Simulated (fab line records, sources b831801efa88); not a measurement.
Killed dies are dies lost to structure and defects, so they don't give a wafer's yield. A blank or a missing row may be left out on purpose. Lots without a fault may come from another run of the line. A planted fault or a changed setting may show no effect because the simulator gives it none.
fab line records | flow sky130
record lots=5 wafers=15 last_day=49
route steps=708 shown CAPM@537 METAL3@555
lots that met no fault: from a run of the same line without faults
start_h: hours from the record's first day to the start of the lot's first wafer shown | wait_h: hours since the lot's step before | " the same as in the row above | L1.1+2: a row that stands for several wafers | - no value, or no start given | * or withheld: withheld | < > ~ a bound
route shown NAME@n: a module of which the file shows steps, and the number in the route of the first | usual: mean/standard deviation of fault-free wafers | same: alike in all rows | chamber/n: place in a boat | sites: the reading at each site | _std_site: their standard deviation | _edge_site: outer sites' mean less inner sites' | radius_mm: how far each site lies from the wafer's centre | mask NAME#n: copy n | behind: the tool/chamber that last shaped the wafer | hold: why the lot was held/for how many hours/how that ended | device: the transistor (n, p or np) that didn't switch | end of line: the same wafers' tests at the end of the route | a step without rows: its recipe alone | killed: dies lost to structure and defects at the first sort, not the wafer's yield | map: a wafer's dies, x killed, . not, _ none there
set.NAME: the setting as run; set.NAME@STEP: as run at that earlier step | model.NAME: the simulator's own value behind a step, which no gauge read
lots at some steps of the route; a table a step, a row a wafer
services: from which hour (start_h, from the record's first day; less than 0 if before it) a tool's chamber was out of use, for how many hours, and why
## steps
# step SKY_CAPM_CVD_00
# recipe material=SiO2 target_thk_nm=15.5 temp_c=400 time_s=withheld rf_w=450
# usual heater_power_outer_w=390/63 heater_power_w=657/110 susceptor_temp_C=399.99/0.19
# columns lot.wafer tool chamber start_h wait_h heater_power_outer_w heater_power_w susceptor_temp_C
L077.1 pecvd-01 0 879.71 0.0 333 571 400.07
L077.2 " 1 " " 257 446 400.02
L077.6 " 0 " " 336 563 400.21
L083.1 pecvd-04 1 923.54 0.0 356 636 400.32
L083.4 " 0 " " 344 524 399.97
L083.5 " 2 " " 440 731 399.84
L084.2 pecvd-03 0 935.31 0.0 466 782 399.97
L084.4 " 0 " " 457 779 400.17
L084.5 " 2 " " 465 787 399.83
L087.4 pecvd-01 2 965.39 0.0 366 666 400.14
L087.5 " 0 " " 311 536 400.21
L087.6 " 1 " " 340 559 400.12
L092.1 pecvd-04 0 985.76 0.0 343 535 400.20
L092.2 " 2 " " 476 798 400.23
L092.6 " 0 " " 339 544 399.79
# step SKY_CAPM_THK_MEAS_01
# recipe reads=SiO2_of_CAPM_CVD_00
# usual CAPM_CVD_00_THK=15.41/0.26
# columns lot.wafer tool chamber start_h wait_h CAPM_CVD_00_THK[nm]
L077.1 film_metro-03 - 879.73 - 14.77
L077.2 " - " " 15.01
L077.6 " - " " 15.13
L083.1 film_metro-03 - 923.56 - 15.27
L083.4 " - " " 15.59
L083.5 " - " " 15.48
L084.2 film_metro-03 - 935.34 - 15.36
L084.4 " - " " 15.75
L084.5 " - " " 15.87
L087.4 film_metro-04 - 965.44 - 15.52
L087.5 " - " " 15.11
L087.6 " - " " 15.84
L092.1 film_metro-04 - 985.78 - 15.51
L092.2 " - " " 15.47
L092.6 " - " " 15.61
# step SKY_CAPM_SPUTTER_02
# recipe material=TiN target_thk_nm=200 temp_c=300 power_w=6500 time_s=166.7 chamber_pressure_pa=0.4
# usual substrate_temp_c=300.03/0.21 susceptor_temp_C=299.95/0.2 throttle_valve_pct=30.2/0.87
# columns lot.wafer tool chamber start_h wait_h substrate_temp_c susceptor_temp_C throttle_valve_pct
L077.1 pvd_sputter-01 - 879.79 0.1 300.23 299.92 32.2
L077.2 " - " " 299.85 299.91 29.4
L077.6 " - " " 300.16 299.83 29.5
L083.1 pvd_sputter-02 - 923.62 0.1 300.03 299.88 29.5
L083.4 " - " " 300.26 300.10 30.1
L083.5 " - " " 299.93 299.99 30.9
L084.2 pvd_sputter-04 - 935.39 0.0 299.87 299.98 30.7
L084.4 " - " " 300.48 300.12 29.9
L084.5 " - " " 300.28 299.98 31.1
L087.4 pvd_sputter-04 - 965.47 0.0 299.97 300.15 30.6
L087.5 " - " " 299.69 299.81 29.1
L087.6 " - " " 300.02 299.90 30.7
L092.1 pvd_sputter-04 - 985.84 0.1 300.05 300.27 30.6
L092.2 " - " " 300.02 300.48 29.9
L092.6 " - " " 299.85 300.00 30.8
# step SKY_CAPM_RS_MEAS_03
# recipe thk_meas_gauge=four-point-probe reads=TiN_of_CAPM_SPUTTER_02
# usual CAPM_TIN_RS=6.92/0.07
# columns lot.wafer tool chamber start_h wait_h CAPM_TIN_RS[ohm/sq]
L077.1 film_metro-04 - 879.90 0.1 6.85
L077.2 " - " " 6.95
L077.6 " - " " 6.90
L083.1 film_metro-04 - 923.73 0.1 6.90
L083.4 " - " " 6.89
L083.5 " - " " 6.87
L084.2 film_metro-04 - 935.52 0.1 6.89
L084.4 " - " " 6.84
L084.5 " - " " 6.90
L087.4 film_metro-01 - 965.63 0.1 6.93
L087.5 " - " " 6.85
L087.6 " - " " 6.93
L092.1 film_metro-03 - 985.95 0.1 7.01
L092.2 " - " " 6.91
L092.6 " - " " 7.06
# step SKY_CAPM_THK_MEAS_04
# recipe thk_meas_gauge=xrf reads=TiN_of_CAPM_SPUTTER_02
# usual CAPM_TIN_THK=196.4/2.1
# columns lot.wafer tool chamber start_h wait_h CAPM_TIN_THK[nm]
L077.1 film_metro-04 - 880.02 0.1 197.0
L077.2 " - " " 195.0
L077.6 " - " " 195.7
L083.1 film_metro-04 - 923.85 0.1 197.6
L083.4 " - " " 198.8
L083.5 " - " " 198.6
L084.2 film_metro-04 - 935.63 0.1 197.3
L084.4 " - " " 199.1
L084.5 " - " " 198.7
L087.4 film_metro-01 - 965.72 0.1 196.4
L087.5 " - " " 198.7
L087.6 " - " " 196.2
L092.1 film_metro-03 - 986.07 0.1 192.5
L092.2 " - " " 195.2
L092.6 " - " " 191.3
# step SKY_CAPM_DEHYDRATE_05
# recipe temp_c=200 time_s=60
# usual chill_plate_temp_C=22.98/0.12
# columns lot.wafer tool chamber start_h wait_h chill_plate_temp_C
L077.1 litho_track-01 0 891.70 11.7 23.09
L077.2 " 0 " " 23.25
L077.6 " 0 " " 23.06
L083.1 litho_track-01 0 935.95 12.1 22.99
L083.4 " 0 " " 23.11
L083.5 " 0 " " 23.04
L084.2 litho_track-01 0 946.02 10.4 22.93
L084.4 " 0 " " 22.82
L084.5 " 0 " " 22.80
L087.4 litho_track-02 0 976.37 10.6 22.88
L087.5 " 0 " " 22.88
L087.6 " 0 " " 22.94
L092.1 litho_track-02 0 996.84 10.8 22.86
L092.2 " 0 " " 22.86
L092.6 " 0 " " 22.76
# step SKY_CAPM_HMDS_06
# recipe prime_time_s=60 prime_temp_c=120
# usual chill_plate_temp_C=22.98/0.1
# columns lot.wafer tool chamber start_h wait_h chill_plate_temp_C
L077.1 litho_track-01 0 891.85 0.1 22.84
L077.2 " 0 " " 22.88
L077.6 " 0 " " 22.93
L083.1 litho_track-01 0 936.10 0.1 22.83
L083.4 " 0 " " 22.86
L083.5 " 0 " " 23.00
L084.2 litho_track-01 0 946.17 0.1 23.19
L084.4 " 0 " " 23.05
L084.5 " 0 " " 23.19
L087.4 litho_track-02 0 976.52 0.1 23.21
L087.5 " 0 " " 23.04
L087.6 " 0 " " 23.04
L092.1 litho_track-02 0 996.99 0.1 22.90
L092.2 " 0 " " 22.91
L092.6 " 0 " " 22.87
# step SKY_CAPM_COAT_07
# recipe resist=NOVOLAK spin_rpm=3000 resist_thk_nm=1140
# usual chill_plate_temp_C=23.01/0.11
# columns lot.wafer tool chamber start_h wait_h chill_plate_temp_C
L077.1 litho_track-01 0 892.00 0.1 23.02
L077.2 " 0 " " 22.91
L077.6 " 0 " " 22.97
L083.1 litho_track-01 0 936.25 0.1 23.08
L083.4 " 0 " " 23.01
L083.5 " 0 " " 23.04
L084.2 litho_track-01 0 946.32 0.1 23.09
L084.4 " 0 " " 23.07
L084.5 " 0 " " 23.18
L087.4 litho_track-02 0 976.67 0.1 23.01
L087.5 " 0 " " 23.01
L087.6 " 0 " " 23.07
L092.1 litho_track-02 0 997.14 0.1 23.02
L092.2 " 0 " " 22.99
L092.6 " 0 " " 22.97
# step SKY_CAPM_SOFTBAKE_08
# recipe temp_c=90 time_s=60 resist=NOVOLAK
# usual chill_plate_temp_C=23.00/0.1
# columns lot.wafer tool chamber start_h wait_h chill_plate_temp_C
L077.1 litho_track-01 0 892.15 0.1 22.98
L077.2 " 0 " " 22.90
L077.6 " 0 " " 22.99
L083.1 litho_track-01 0 936.40 0.1 22.96
L083.4 " 0 " " 22.94
L083.5 " 0 " " 23.03
L084.2 litho_track-01 0 946.47 0.1 23.07
L084.4 " 0 " " 23.13
L084.5 " 0 " " 22.96
L087.4 litho_track-02 0 976.82 0.1 23.10
L087.5 " 0 " " 23.07
L087.6 " 0 " " 23.04
L092.1 litho_track-02 0 997.29 0.1 23.03
L092.2 " 0 " " 23.07
L092.6 " 0 " " 23.07
# step SKY_CAPM_EXPOSE_09
# recipe mask_id=CAPM na=0.6 source_shape=conventional sigma_outer=0.6 polarization=unpolarized target_cd_nm=1000 dose_mj=159
# columns lot.wafer tool chamber start_h wait_h mask
L077.1+2+6 iline_stepper-01 0 - - CAPM#0
L083.1+4+5 iline_stepper-01 0 - - CAPM#0
L084.2+4+5 iline_stepper-01 0 - - CAPM#0
L087.4+5+6 iline_stepper-02 0 - - CAPM#0
L092.1+2+6 iline_stepper-01 0 - - CAPM#0
# step SKY_CAPM_PEB_10
# recipe temp_c=withheld time_s=* resist=NOVOLAK
# usual chill_plate_temp_C=*
# columns lot.wafer tool chamber start_h wait_h chill_plate_temp_C
L077.1 litho_track-01 0 - - *
L077.2 " 0 " " *
L077.6 " 0 " " *
L083.1 litho_track-01 0 - - *
L083.4 " 0 " " *
L083.5 " 0 " " *
L084.2 litho_track-03 0 - - *
L084.4 " 0 " " *
L084.5 " 0 " " *
L087.4 litho_track-03 0 - - *
L087.5 " 0 " " *
L087.6 " 0 " " *
L092.1 litho_track-01 0 - - *
L092.2 " 0 " " *
L092.6 " 0 " " *
# step SKY_CAPM_DEVELOP_11
# recipe resist=NOVOLAK developer=TMAH develop_time_s=60 dev_temp_c=23
# usual chill_plate_temp_C=23.01/0.099 developer_temp_C=22.98/0.11
# columns lot.wafer tool chamber start_h wait_h chill_plate_temp_C developer_temp_C
L077.1 litho_track-01 0 905.50 0.1 23.10 23.23
L077.2 " 0 " " 23.23 23.09
L077.6 " 0 " " 23.03 23.03
L083.1 litho_track-01 0 948.35 0.1 23.06 22.98
L083.4 " 0 " " 23.03 22.73
L083.5 " 0 " " 23.11 22.84
L084.2 litho_track-03 0 958.92 0.1 22.91 23.16
L084.4 " 0 " " 23.05 23.04
L084.5 " 0 " " 22.92 23.07
L087.4 litho_track-03 0 988.52 0.1 23.07 23.14
L087.5 " 0 " " 22.99 22.92
L087.6 " 0 " " 22.99 22.97
L092.1 litho_track-01 0 1009.65 0.1 23.22 23.00
L092.2 " 0 " " 22.95 23.18
L092.6 " 0 " " 22.99 22.98
# step SKY_CAPM_OVL_MEAS_12
# usual CAPM_OVL=0.2/1.3
# columns lot.wafer tool chamber start_h wait_h CAPM_OVL[nm]
L077.1 overlay-02 - 905.65 0.1 -1.3
L077.2 " - " " -1.6
L077.6 " - " " -0.9
L083.1 overlay-02 - 948.50 0.1 1.3
L083.4 " - " " 1.6
L083.5 " - " " -0.7
L084.2 overlay-01 - 959.05 0.1 0.9
L084.4 " - " " 0.7
L084.5 " - " " -0.3
L087.4 overlay-01 - 988.62 0.1 -0.3
L087.5 " - " " 0.6
L087.6 " - " " 0.6
L092.1 overlay-02 - 1009.80 0.1 -1.0
L092.2 " - " " -1.1
L092.6 " - " " 0.6
# step SKY_CAPM_METAL_ETCH_13
# recipe target_depth_nm=220 stop_on=SiO2 chemistry=Cl2/BCl3 target=TiN pressure_mtorr=10 icp_w=900 bias_w=48.5 Cl2_flow_sccm=60 bcl3_flow_sccm=30 time_s=62.9
# usual drypump_motor_current_A=5.6/0.38 oes_product_au=0.940/0.0064 throttle_valve_pct=21.903/0.011
# columns lot.wafer tool chamber start_h wait_h drypump_motor_current_A oes_product_au rf_hours_counter_h throttle_valve_pct
L077.1 rie_metal-02 1 905.68 0.0 5.8 0.941 8 21.893
L077.2 " 0 " " 5.0 0.937 7 21.896
L077.6 " 0 " " 5.0 0.933 - 21.897
L083.1 rie_metal-02 0 948.53 0.0 5.0 0.944 9 21.897
L083.4 " 0 " " 5.0 0.933 - 21.887
L083.5 " 1 " " 5.8 0.945 - 21.911
L084.2 rie_metal-04 0 959.08 0.0 6.2 0.941 3 21.921
L084.4 " 1 " " 5.6 0.939 - 21.885
L084.5 " 1 " " 5.6 0.941 - 21.901
L087.4 rie_metal-02 1 988.66 0.0 5.8 0.941 - 21.889
L087.5 " 1 " " 5.8 0.957 - 21.903
L087.6 " 0 " " 5.0 0.936 - 21.924
L092.1 rie_metal-02 1 1009.83 0.0 5.8 0.931 13 21.925
L092.2 " 0 " " 5.0 0.938 11 21.900
L092.6 " 0 " " 5.0 0.937 - 21.923
# step SKY_CAPM_STRIP_14
# recipe chemistry=O2/N2 power_w=1400 pressure_mtorr=1500 platen_temp_c=withheld o2_flow_sccm=3000 n2_flow_sccm=300 overash_fraction=0.5
# usual drypump_motor_current_A=5.6/0.4 oes_product_au=0.710/0.0042 strip_time_to_endpoint_s=12.64/0.044
# columns lot.wafer tool chamber start_h wait_h drypump_motor_current_A oes_product_au rf_hours_counter_h strip_time_to_endpoint_s
L077.1 plasma_asher-01 0 905.76 0.1 6.0 0.711 47 12.61
L077.2 " 1 " " 6.0 0.713 47 12.65
L077.6 " 1 " " 6.0 0.705 - 12.65
L083.1 plasma_asher-03 1 948.61 0.1 5.2 0.717 111 12.69
L083.4 " 0 " " 4.9 0.715 - 12.69
L083.5 " 1 " " 5.3 0.711 - 12.67
L084.2 plasma_asher-01 1 959.21 0.1 6.0 0.711 53 12.65
L084.4 " 0 " " 6.0 0.711 - 12.59
L084.5 " 1 " " 6.0 0.707 - 12.58
L087.4 plasma_asher-01 1 988.75 0.1 6.0 0.713 - 12.59
L087.5 " 0 " " 5.9 0.707 - 12.61
L087.6 " 1 " " 6.0 0.702 - 12.63
L092.1 plasma_asher-01 0 1009.91 0.1 5.9 0.711 58 12.64
L092.2 " 1 " " 5.9 0.695 58 12.70
L092.6 " 1 " " 5.9 0.709 - 12.69
# step SKY_CAPM_STRIP_15
# recipe chemistry=post_etch_residue_remover time_s=1200 temp_c=72.5
# usual bath_guard_temp_C=72.5/0.48 temp_c=72.47/0.13
# columns lot.wafer tool chamber start_h wait_h bath_guard_temp_C temp_c
L077.1 wet_bench-02 0 905.86 0.1 72.1 72.65
L077.2 " 0 " " 72.2 72.44
L077.6 " 0 " " 72.6 72.45
L083.1 wet_bench-02 3 948.71 0.1 72.5 72.47
L083.4 " 3 " " 72.1 72.57
L083.5 " 3 " " 71.9 72.35
L084.2 wet_bench-02 1 959.31 0.1 73.5 72.55
L084.4 " 1 " " 73.1 72.66
L084.5 " 1 " " 73.1 72.61
L087.4 wet_bench-04 0 988.81 0.0 72.6 72.34
L087.5 " 0 " " 72.6 72.43
L087.6 " 0 " " 72.4 72.52
L092.1 wet_bench-03 0 1010.01 0.1 72.9 72.46
L092.2 " 0 " " 72.6 72.62
L092.6 " 0 " " 73.2 72.63
# step SKY_CAPM_CLEAN_16
# recipe chemistry=IPA time_s=180 temp_c=25
# usual temp_c=25.00/0.11
# columns lot.wafer tool chamber start_h wait_h temp_c
L077.1 wet_bench-02 2 906.20 0.0 25.05
L077.2 " 2 " " 25.31
L077.6 " 2 " " 25.12
L083.1 wet_bench-04 2 949.05 0.0 24.88
L083.4 " 2 " " 24.94
L083.5 " 2 " " 25.01
L084.2 wet_bench-04 0 959.66 0.0 24.88
L084.4 " 0 " " 25.18
L084.5 " 0 " " 24.93
L087.4 wet_bench-04 3 989.56 0.0 25.10
L087.5 " 3 " " 25.05
L087.6 " 3 " " 24.96
L092.1 wet_bench-02 3 1010.38 0.0 25.31
L092.2 " 3 " " 24.98
L092.6 " 3 " " 25.10
# step SKY_CAPM_CLEAN_17
# recipe chemistry=O3/DIW dry=n2_spin
# columns lot.wafer tool chamber start_h wait_h
L077.1+2+6 wet_bench-02 1 906.26 0.0
L083.1+4+5 wet_bench-03 0 949.11 0.0
L084.2+4+5 wet_bench-02 3 959.71 0.0
L087.4+5+6 wet_bench-02 1 989.68 0.0
L092.1+2+6 wet_bench-03 3 1010.44 0.0
# step SKY_METAL3_DEHYDRATE_05
# recipe temp_c=200 time_s=60
# usual chill_plate_temp_C=23.01/0.093
# columns lot.wafer tool chamber start_h wait_h chill_plate_temp_C
L077.1 litho_track-03 0 917.55 11.2 22.90
L077.2 " 0 " " 22.96
L077.6 " 0 " " 22.95
L083.1 litho_track-01 0 960.85 11.6 23.04
L083.4 " 0 " " 23.14
L083.5 " 0 " " 22.98
L084.2 litho_track-04 0 970.40 10.6 23.22
L084.4 " 0 " " 23.18
L084.5 " 0 " " 23.14
L087.4 litho_track-01 0 1000.27 10.5 23.21
L087.5 " 0 " " 23.22
L087.6 " 0 " " 23.05
L092.1 litho_track-04 0 1020.48 9.9 23.17
L092.2 " 0 " " 23.03
L092.6 " 0 " " 22.89
# step SKY_METAL3_HMDS_06
# recipe prime_time_s=60 prime_temp_c=120
# usual chill_plate_temp_C=22.99/0.1
# columns lot.wafer tool chamber start_h wait_h chill_plate_temp_C
L077.1 litho_track-03 0 917.70 0.1 23.03
L077.2 " 0 " " 23.07
L077.6 " 0 " " 22.94
L083.1 litho_track-01 0 961.00 0.1 23.11
L083.4 " 0 " " 23.14
L083.5 " 0 " " 23.03
L084.2 litho_track-04 0 970.55 0.1 23.04
L084.4 " 0 " " 22.96
L084.5 " 0 " " 23.16
L087.4 litho_track-01 0 1000.42 0.1 22.99
L087.5 " 0 " " 22.99
L087.6 " 0 " " 23.08
L092.1 litho_track-04 0 1020.63 0.1 23.06
L092.2 " 0 " " 22.98
L092.6 " 0 " " 23.06
# step SKY_METAL3_COAT_07
# recipe resist=BARC temp_c=withheld time_s=withheld spin_rpm=3000 resist_thk_nm=60
# usual chill_plate_temp_C=*
# columns lot.wafer tool chamber start_h wait_h chill_plate_temp_C
L077.1 litho_track-03 0 917.85 0.1 *
L077.2 " 0 " " *
L077.6 " 0 " " *
L083.1 litho_track-01 0 961.15 0.1 *
L083.4 " 0 " " *
L083.5 " 0 " " *
L084.2 litho_track-04 0 970.70 0.1 *
L084.4 " 0 " " *
L084.5 " 0 " " *
L087.4 litho_track-01 0 1000.57 0.1 *
L087.5 " 0 " " *
L087.6 " 0 " " *
L092.1 litho_track-04 0 1020.78 0.1 *
L092.2 " 0 " " *
L092.6 " 0 " " *
# step SKY_METAL3_COAT_08
# recipe resist=KrF-thick spin_rpm=3000 resist_thk_nm=1140
# usual chill_plate_temp_C=23.00/0.11
# columns lot.wafer tool chamber start_h wait_h chill_plate_temp_C
L077.1 litho_track-03 0 - - 23.10
L077.2 " 0 " " 23.03
L077.6 " 0 " " 23.04
L083.1 litho_track-01 0 - - 23.04
L083.4 " 0 " " 23.03
L083.5 " 0 " " 23.01
L084.2 litho_track-04 0 - - 23.07
L084.4 " 0 " " 23.00
L084.5 " 0 " " 22.91
L087.4 litho_track-01 0 - - 23.00
L087.5 " 0 " " 22.99
L087.6 " 0 " " 23.02
L092.1 litho_track-04 0 - - 22.91
L092.2 " 0 " " 23.02
L092.6 " 0 " " 23.00
# step SKY_METAL3_SOFTBAKE_09
# recipe temp_c=100 time_s=90 resist=KrF-thick
# usual chill_plate_temp_C=22.99/0.095
# columns lot.wafer tool chamber start_h wait_h chill_plate_temp_C
L077.1 litho_track-03 0 - - 22.93
L077.2 " 0 " " 22.88
L077.6 " 0 " " 22.96
L083.1 litho_track-01 0 - - 23.04
L083.4 " 0 " " 23.02
L083.5 " 0 " " 22.97
L084.2 litho_track-04 0 - - 23.14
L084.4 " 0 " " 23.09
L084.5 " 0 " " 23.00
L087.4 litho_track-01 0 - - 22.94
L087.5 " 0 " " 22.97
L087.6 " 0 " " 22.94
L092.1 litho_track-04 0 - - 22.93
L092.2 " 0 " " 23.10
L092.6 " 0 " " 22.96
# step SKY_METAL3_EXPOSE_10
# recipe mask_id=MM3 na=0.68 source_shape=annular sigma_inner=0.4 sigma_outer=0.8 target_cd_nm=300 dose_mj=28
# columns lot.wafer tool chamber start_h wait_h mask
L077.1+2+6 krf_scanner-01 0 - - MM3#0
L083.1+4+5 krf_scanner-01 0 - - MM3#0
L084.2+4+5 krf_scanner-02 0 - - MM3#0
L087.4+5+6 krf_scanner-01 0 - - MM3#0
L092.1+2+6 krf_scanner-01 0 - - MM3#0
# step SKY_METAL3_PEB_11
# recipe peb_temp_c=withheld peb_time_s=withheld resist=KrF-thick
# usual chill_plate_temp_C=*
# columns lot.wafer tool chamber start_h wait_h chill_plate_temp_C
L077.1 litho_track-01 0 - - *
L077.2 " 0 " " *
L077.6 " 0 " " *
L083.1 litho_track-01 0 - - *
L083.4 " 0 " " *
L083.5 " 0 " " *
L084.2 litho_track-04 0 - - *
L084.4 " 0 " " *
L084.5 " 0 " " *
L087.4 litho_track-03 0 - - *
L087.5 " 0 " " *
L087.6 " 0 " " *
L092.1 litho_track-03 0 - - *
L092.2 " 0 " " *
L092.6 " 0 " " *
# step SKY_METAL3_DEVELOP_12
# recipe develop_time_s=60 resist=KrF-thick dev_temp_c=21
# usual chill_plate_temp_C=22.97/0.098 developer_temp_C=21.02/0.12
# columns lot.wafer tool chamber start_h wait_h chill_plate_temp_C developer_temp_C
L077.1 litho_track-01 0 - - 22.91 21.07
L077.2 " 0 " " 23.12 21.00
L077.6 " 0 " " 22.97 21.18
L083.1 litho_track-01 0 - - 23.16 20.82
L083.4 " 0 " " 23.05 20.95
L083.5 " 0 " " 23.09 21.05
L084.2 litho_track-04 0 - - 22.92 21.01
L084.4 " 0 " " 23.01 20.99
L084.5 " 0 " " 22.76 21.18
L087.4 litho_track-03 0 - - 23.02 21.10
L087.5 " 0 " " 22.86 21.16
L087.6 " 0 " " 22.82 20.89
L092.1 litho_track-03 0 - - 23.10 21.18
L092.2 " 0 " " 23.00 21.10
L092.6 " 0 " " 23.04 21.15
# step SKY_METAL3_CD_MEAS_13
# recipe target_cd_nm=300
# usual cd_nm=299.9/1.5
# columns lot.wafer tool chamber start_h wait_h cd_nm
L077.1 cd_sem-02 - 930.75 - 302.1
L077.2 " - " " 300.5
L077.6 " - " " 301.2
L083.1 cd_sem-02 - 972.75 - 299.4
L083.4 " - " " 299.8
L083.5 " - " " 299.3
L084.2 cd_sem-01 - 982.85 - 299.1
L084.4 " - " " 300.1
L084.5 " - " " 300.6
L087.4 cd_sem-01 - 1012.91 - 299.2
L087.5 " - " " 300.3
L087.6 " - " " 301.6
L092.1 cd_sem-01 - 1033.10 - 296.9
L092.2 " - " " 295.1
L092.6 " - " " 296.6
# step SKY_METAL3_OVL_MEAS_14
# usual METAL3_OVL=0/5.1
# columns lot.wafer tool chamber start_h wait_h METAL3_OVL[nm]
L077.1 overlay-02 - 930.87 0.1 1
L077.2 " - " " -6
L077.6 " - " " -1
L083.1 overlay-02 - 972.87 0.1 7
L083.4 " - " " 11
L083.5 " - " " 7
L084.2 overlay-02 - 982.96 0.1 0
L084.4 " - " " 2
L084.5 " - " " -4
L087.4 overlay-01 - 1012.99 0.1 9
L087.5 " - " " 14
L087.6 " - " " 3
L092.1 overlay-01 - 1033.22 0.1 0
L092.2 " - " " 0
L092.6 " - " " -4
# step SKY_METAL3_DESCUM_15
# recipe chemistry=O2 source_power_w=150 bias_power_w=0 pressure_mtorr=10 temp_c=40 time_s=8
# usual drypump_motor_current_A=5.6/0.37 oes_product_au=1.004/0.0088 temp_c=40.01/0.1
# columns lot.wafer tool chamber start_h wait_h drypump_motor_current_A oes_product_au rf_hours_counter_h temp_c
L077.1 rie_metal-03 1 930.90 0.0 5.1 1.005 6 40.01
L077.2 " 1 " " 5.1 1.002 - 39.73
L077.6 " 1 " " 5.1 1.017 - 39.98
L083.1 rie_metal-04 0 972.90 0.0 6.2 0.996 3 40.01
L083.4 " 1 " " 5.5 0.999 - 40.07
L083.5 " 0 " " 6.2 0.997 - 40.01
L084.2 rie_metal-01 0 982.99 0.0 5.8 1.022 15 40.06
L084.4 " 1 " " 5.8 1.004 - 39.93
L084.5 " 1 " " 5.8 1.001 - 39.93
L087.4 rie_metal-04 0 1013.02 0.0 6.2 1.005 - 40.08
L087.5 " 0 " " 6.2 0.997 - 40.07
L087.6 " 1 " " 5.6 1.013 - 39.92
L092.1 rie_metal-04 0 1033.25 0.0 6.2 1.009 7 40.34
L092.2 " 1 " " 5.6 1.011 10 39.97
L092.6 " 1 " " 5.6 1.003 - 39.92
# step SKY_METAL3_ETCH_16
# recipe chemistry=N2/H2 target=BARC ion_energy_ev=200 bias_w=100 pressure_mtorr=30 n2_flow_sccm=100 h2_flow_sccm=200 icp_w=500 stop_on=SiO2 time_s=88.2 target_depth_a=600
# usual drypump_motor_current_A=5.6/0.37 oes_product_au=0.626/0.0039 throttle_valve_pct=13.205/0.0092
# columns lot.wafer tool chamber start_h wait_h drypump_motor_current_A oes_product_au rf_hours_counter_h throttle_valve_pct
L077.1 rie_metal-03 1 930.97 0.1 5.1 0.626 6 13.197
L077.2 " 1 " " 5.1 0.629 - 13.216
L077.6 " 1 " " 5.1 0.621 - 13.199
L083.1 rie_metal-04 0 972.94 0.0 6.2 0.624 3 13.209
L083.4 " 1 " " 5.6 0.628 - 13.190
L083.5 " 0 " " 6.2 0.624 - 13.203
L084.2 rie_metal-01 0 983.02 0.0 5.8 0.627 15 13.205
L084.4 " 1 " " 5.8 0.626 - 13.195
L084.5 " 1 " " 5.8 0.622 - 13.207
L087.4 rie_metal-04 0 1013.07 0.0 6.2 0.628 - 13.192
L087.5 " 0 " " 6.2 0.621 - 13.214
L087.6 " 1 " " 5.6 0.617 - 13.196
L092.1 rie_metal-04 0 1033.29 0.0 6.2 0.627 7 13.199
L092.2 " 1 " " 5.6 0.626 10 13.197
L092.6 " 1 " " 5.6 0.624 - 13.199
# step SKY_METAL3_ETCH_17
# recipe target=SiO2 stop_on=TiN chemistry=C4F8/O2/Ar source_w=1500 bias_w=1200 pressure_mtorr=40 c4f8_flow_sccm=withheld O2_flow_sccm=6 Ar_flow_sccm=300 time_s=3.9 target_depth_a=150
# usual oes_product_au=0.752/0.0081
# columns lot.wafer tool chamber start_h wait_h oes_product_au rf_hours_counter_h
L077.1 rie_diel-04 2 931.16 0.2 0.733 24
L077.2 " 3 " " 0.743 19
L077.6 " 1 " " 0.745 -
L083.1 rie_diel-02 0 973.03 0.1 0.747 19
L083.4 " 3 " " 0.760 17
L083.5 " 3 " " 0.755 -
L084.2 rie_diel-01 2 983.12 0.1 0.750 22
L084.4 " 0 " " 0.759 16
L084.5 " 3 " " 0.767 -
L087.4 rie_diel-01 1 1013.14 0.0 0.753 -
L087.5 " 2 " " 0.746 -
L087.6 " 0 " " 0.765 -
L092.1 rie_diel-01 2 1033.39 0.1 0.754 23
L092.2 " 1 " " 0.741 13
L092.6 " 1 " " 0.763 -
# step SKY_METAL3_METAL_ETCH_18
# recipe target_depth_a=8450 stop_on=SiO2 over_etch_frac=0.3 time_s=183.1 chemistry=Cl2/BCl3 resist_sidewall_deg=88 pressure_mtorr=10 icp_w=900 bias_w=48.5 Cl2_flow_sccm=60 bcl3_flow_sccm=30
# usual drypump_motor_current_A=5.74/0.28 oes_product_au=0.866/0.0067 throttle_valve_pct=22.265/0.0089
# same over_etch_frac=0.3
# columns lot.wafer tool chamber start_h wait_h drypump_motor_current_A oes_product_au rf_hours_counter_h throttle_valve_pct
L077.1 rie_metal-01 1 931.18 0.0 5.82 0.868 9 22.266
L077.2 " 0 " " 5.77 0.872 12 22.264
L077.6 " 1 " " 5.84 0.868 - 22.268
L083.1 rie_metal-03 0 973.05 0.0 5.45 0.869 1 22.259
L083.4 " 1 " " 5.13 0.872 - 22.250
L083.5 " 1 " " 5.12 0.874 - 22.273
L084.2 rie_metal-04 0 983.13 0.0 6.18 0.858 4 22.268
L084.4 " 0 " " 6.17 0.863 - 22.267
L084.5 " 1 " " 5.57 0.856 - 22.259
L087.4 rie_metal-01 1 1013.21 0.1 5.82 0.867 - 22.267
L087.5 " 1 " " 5.82 0.866 - 22.254
L087.6 " 0 " " 5.81 0.865 - 22.267
L092.1 rie_metal-01 1 1033.40 0.0 5.82 0.860 16 22.245
L092.2 " 0 " " 5.79 0.860 19 22.269
L092.6 " 0 " " 5.82 0.865 - 22.267
## services
# columns tool chamber start_h hours kind
krf_scanner-01 - 855.80 0.8 pm
wet_bench-04 - 861.75 58.7 pm
rie_metal-04 0 861.84 1.7 repair
rie_metal-04 - 863.24 1.1 repair
pecvd-04 0 875.45 21.3 repair
rie_metal-02 - 887.28 1.4 pm
rie_metal-01 - 902.09 14.6 pm
wet_bench-04 - 920.55 2.4 repair
rie_diel-01 3 934.08 5.8 repair
pecvd-04 - 949.86 8.2 repair
plasma_asher-01 - 952.64 4.1 repair
krf_scanner-01 - 955.97 1.3 pm
krf_scanner-01 - 965.38 4.4 pm
krf_scanner-01 - 972.41 6.8 repair
krf_scanner-01 - 972.73 0.4 repair
iline_stepper-01 - 978.63 1.7 pm
rie_metal-03 - 1010.49 2.8 pm
rie_diel-01 3 1010.89 5.0 repair
krf_scanner-01 - 1012.17 1.0 pm
plasma_asher-01 - 1018.76 2.5 repair
pecvd-04 - 1021.69 1.2 repair
krf_scanner-01 - 1024.60 0.8 pm
rie_diel-01 3 1027.30 13.1 repair
pecvd-01 0 1029.11 10.1 repair
## key
fault none
